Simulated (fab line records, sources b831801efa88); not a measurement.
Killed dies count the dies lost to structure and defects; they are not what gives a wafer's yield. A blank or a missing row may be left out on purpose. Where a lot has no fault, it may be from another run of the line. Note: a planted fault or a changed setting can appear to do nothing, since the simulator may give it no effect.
Which of the tools did it?    flow gf180mcu    Sampling: 13 lots, 39 wafers, 6 of 602 route steps

== WHAT THE GAUGES SHOWED, per wafer ==
GF_DUAL_GATE_OVL_MEAS_11. Usual: for DUAL_GATE_OVL the level is -0.4 nm and the standard deviation is 1.2.
lot   measured      on          DUAL_GATE_OVL (nm)  flag
L663  day 8 16:21   overlay-01  0.0 0.1 0.0         
L664  day 8 20:50   overlay-02  0.1 -1.5 0.3        
L665  day 9 06:14   overlay-02  -2.1 -3.0 -1.1      
L666  day 9 14:47   overlay-02  -1.0 -1.3 0.1       
L667  day 9 16:35   overlay-02  -0.7 0.3 0.1        
L668  day 9 20:20   overlay-02  -1.9 -0.7 -1.3      
L675  day 12 02:35  overlay-01  1.2 -0.2 -0.1       
L678  day 12 20:38  overlay-01  -1.8 0.0 -1.3       
L680  day 13 11:06  overlay-01  -1.4 -1.0 -0.7      
L681  day 13 17:12  overlay-02  -3.0 -2.6 -2.1      
L683  day 14 05:50  overlay-02  -0.7 0.0 -1.2       
L685  day 14 18:41  overlay-02  -0.1 1.3 -1.3       
L686  day 15 00:31  overlay-01  -0.2 -2.0 -0.9      

GF_HV_LDD_CD_MEAS_46 targets a cd of 400 nm. Usual: 399.3 nm for cd nm, sd 2.6.
lot   measured      on         cd nm (nm)         flag
L663  day 12 19:07  cd sem-01  400.4 400.2 402.0  
L664  day 13 00:11  cd sem-02  404.1 402.2 402.2  
L665  day 13 09:59  cd sem-01  398.9 398.5 397.8  
L666  day 13 20:22  cd sem-01  400.6 398.9 401.4  
L667  day 14 01:16  cd sem-01  399.3 399.8 397.6  
L668  day 14 04:56  cd sem-01  - - -              OFF
L675  day 16 17:58  cd sem-01  400.2 401.5 402.7  
L678  day 17 16:50  cd sem-02  401.3 401.2 401.3  
L680  day 18 10:19  cd sem-02  402.4 403.2 401.6  
L681  day 18 21:08  cd sem-02  395.7 396.9 395.4  
L683  day 19 07:07  cd sem-02  394.0 392.9 393.4  
L685  day 20 00:17  cd sem-02  402.0 403.4 401.5  
L686  day 20 02:32  cd sem-02  401.6 399.9 399.4  

GF_HV_LDD_TW_MEAS_50. Usual: for HV_LDD_4_TW the level is 566 and the standard deviation is 7.2.
lot   measured      on             HV_LDD_4_TW  flag
L663  day 12 19:31  film metro-04  557 558 562  
L664  day 13 00:36  film metro-01  563 563 562  
L665  day 13 10:23  film metro-02  572 573 574  
L666  day 13 20:47  film metro-01  563 565 560  
L667  day 14 01:40  film metro-02  578 582 581  
L668  day 14 05:21  film metro-01  30 30 30     OFF
L675  day 16 18:23  film metro-04  558 558 552  
L678  day 17 17:15  film metro-02  574 573 574  
L680  day 18 10:42  film metro-02  570 572 573  
L681  day 18 21:31  film metro-02  575 574 575  
L683  day 19 07:32  film metro-02  570 571 574  
L685  day 20 00:41  film metro-04  560 559 560  
L686  day 20 02:56  film metro-04  560 559 561  

GF_NSD_OVL_MEAS_08. Usual: for NSD_OVL the level is -0.2 nm and the standard deviation is 1.4.
lot   measured      on          NSD_OVL (nm)    flag
L663  day 13 19:37  overlay-01  -2.0 -1.7 -2.1  
L664  day 13 23:45  overlay-01  -2.0 -2.7 -1.2  
L665  day 14 09:48  overlay-02  1.2 -0.1 -0.1   
L666  day 14 21:16  overlay-02  -1.2 -4.1 -2.3  
L667  day 15 02:43  overlay-02  1.9 1.6 1.7     
L675  day 17 21:16  overlay-02  2.4 -0.3 0.5    
L678  day 18 19:50  overlay-02  2.2 2.5 0.3     
L680  day 19 14:37  overlay-02  0.5 1.8 -1.3    
L681  day 20 01:43  overlay-02  -1.0 1.2 0.7    
L683  day 20 11:31  overlay-02  -0.3 0.2 1.5    
L685  day 21 03:44  overlay-01  -0.3 -0.2 2.3   
L686  day 21 06:19  overlay-02  -1.0 -3.0 0.3   

== WHAT TOOL EACH LOT RAN ON (gives the tool, then ch and the chambers of the sampled wafers, and finally the start) ==
lot   GF_DUAL_GATE_STRIP_13                 GF_HV_LDD_EXPOSE_43
L663  plasma asher-01 ch 0,1, day 8 16:28   iline stepper-02 ch 0, day 12 09:40
L664  plasma asher-02 ch 0,1, day 8 20:58   iline stepper-02 ch 0, day 12 14:05
L665  plasma asher-02 ch 0,1, day 9 06:20   iline stepper-02 ch 0, day 13 00:26
L666  plasma asher-03 ch 0,1, day 9 15:00   iline stepper-01 ch 0, day 13 10:42
L667  plasma asher-03 ch 0, day 9 16:55     iline stepper-02 ch 0, day 13 15:04
L668  plasma asher-02 ch 0,1, day 9 20:27   iline stepper-01 ch 0, day 13 19:28
L675  plasma asher-01 ch 0, day 12 02:43    iline stepper-01 ch 0, day 16 07:03
L678  plasma asher-01 ch 1, day 12 20:46    iline stepper-01 ch 0, day 17 05:28
L680  plasma asher-01 ch 0,1, day 13 11:15  iline stepper-01 ch 0, day 17 22:47
L681  plasma asher-01 ch 0,1, day 13 17:20  iline stepper-02 ch 0, day 18 08:51
L683  plasma asher-01 ch 0,1, day 14 05:58  iline stepper-01 ch 0, day 18 18:57
L685  plasma asher-02 ch 0,1, day 14 18:48  iline stepper-02 ch 0, day 19 11:43
L686  plasma asher-01 ch 0,1, day 15 00:38  iline stepper-02 ch 0, day 19 14:23
- GF_DUAL_GATE_STRIP_13: strips in O2/N2.
- GF_HV_LDD_EXPOSE_43: exposes mask Pplus HV AREA, target cd 400 nm.

== AS READ BY THE TOOLS THEMSELVES (means over the sampled wafers that have a number; for cases with no such wafer, the mark the record gives instead) ==
GF_DUAL_GATE_STRIP_13. Usual: drypump motor current A 5.8 A, standard deviation 0.45; heater power w 317 W, standard deviation 29; oes product au 0.715 a.u., standard deviation 0.0042; strip time to endpoint s 12.65 s, standard deviation 0.04.
lot   tool             drypump motor current A (A)  heater power w (W)  oes product au (a.u.)  strip time to endpoint s (s)  flag
L663  plasma asher-01  5.7                          279                 0.713                  12.59                         
L664  plasma asher-02  6.0                          338                 0.716                  12.65                         
L665  plasma asher-02  5.9                          333                 0.720                  12.57                         
L666  plasma asher-03  5.5                          341                 0.717                  12.65                         
L667  plasma asher-03  6.3                          354                 0.716                  12.67                         
L668  plasma asher-02  6.2                          325                 0.718                  12.63                         
L675  plasma asher-01  5.9                          274                 0.713                  12.69                         
L678  plasma asher-01  5.4                          308                 0.717                  12.66                         
L680  plasma asher-01  5.5                          295                 0.718                  12.67                         
L681  plasma asher-01  5.7                          287                 0.715                  12.69                         
L683  plasma asher-01  5.6                          294                 0.713                  12.64                         
L685  plasma asher-02  5.9                          337                 0.719                  12.66                         
L686  plasma asher-01  5.6                          295                 0.717                  12.63                         

== THE ANSWER, worked out from the rows above alone ==
Rule: lot off if the mean of its wafers having a number is beyond 3 standard deviations from the usual mean. Also off: a lot with no number at a reading for which 4 or more lots have one. Any other lot the step has rows for is counted as sound. After the gauges, taken in route order, come the tools' own readings; for these a lot's mean is taken, as printed above. The first step at which some lot is off is used, and at that step the reading that is off furthest; a lot without a number counts as furthest.
Off at GF_HV_LDD_CD_MEAS_46 (cd nm): L668. Without a number there: L668.
If a tool, at a process step before that reading, ran all the lots that are off and no sound lot after the first of them, it fits. Not tried: the gauges at GF_HV_LDD_CD_MEAS_46; whatever is off there is also off at GF_HV_LDD_TW_MEAS_50, on other tools, and gauge error can't account for it. Not one of the candidates tried fits.

== WHAT THE SIMULATOR HAD INSERTED ==
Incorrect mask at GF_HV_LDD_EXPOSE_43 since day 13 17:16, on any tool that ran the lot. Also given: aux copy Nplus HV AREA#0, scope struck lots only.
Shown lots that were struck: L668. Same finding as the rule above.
